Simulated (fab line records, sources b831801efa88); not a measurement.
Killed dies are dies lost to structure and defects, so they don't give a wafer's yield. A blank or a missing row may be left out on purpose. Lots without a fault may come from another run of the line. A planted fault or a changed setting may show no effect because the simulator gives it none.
Chamber matching | flow sky130 | SKY_VIA3_CMP_02 on cmp-01: 4 sister chambers
The step polishes SiO2. 8 wafers are shown with their chamber, then 12 later ones without.

WAFERS WITH THEIR CHAMBER
wafer  | chamber | motor_current_A (A)
L083.1 | 1       | 11.1
L083.3 | 3       | 11.1
L083.6 | 2       | 14.2
L086.1 | 2       | 14.2
L086.6 | 0       | 12.3
L087.2 | 0       | 12.5
L087.4 | 1       | 11.5
L087.5 | 3       | 11.3

WAFERS WITHOUT THEIR CHAMBER
wafer  | motor_current_A (A)
L088.1 | 10.8
L088.4 | 11.1
L088.5 | 10.9
L091.1 | 13.0
L091.3 | 10.9
L091.5 | 12.2
L093.2 | 10.8
L093.3 | 13.5
L093.4 | 12.4
L097.1 | 12.2
L097.2 | 14.3
L097.3 | 11.4

WHICH CHAMBER EACH WENT THROUGH
wafer  | from the rows above     | in truth
L088.1 | can't be placed: 3 or 1 | 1
L088.4 | can't be placed: 3 or 1 | 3
L088.5 | can't be placed: 3 or 1 | 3
L091.1 | 0                       | 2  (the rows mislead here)
L091.3 | can't be placed: 3 or 1 | 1
L091.5 | 0                       | 0
L093.2 | can't be placed: 3 or 1 | 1
L093.3 | 2                       | 2
L093.4 | 0                       | 0
L097.1 | 0                       | 0
L097.2 | 2                       | 2
L097.3 | can't be placed: 1 or 3 | 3
Placed correctly: 5 of 12. Can't be placed from these rows: 6 (the true chamber is among the candidates in 6). Placed wrongly: 1.
How it was worked out, from the rows above alone: a wafer's distance from a chamber is the root of the sum, over the readings, of the square of ((its reading less the chamber's mean) divided by the reading's scatter). The wafer belongs to the nearest chamber; if the next one is less than 2 further off, it can't be placed. A chamber's mean is the mean of its shown wafers. The scatter: the root of (the sum of the squares of (reading less its chamber's mean) over the shown wafers, divided by (wafers less chambers)).
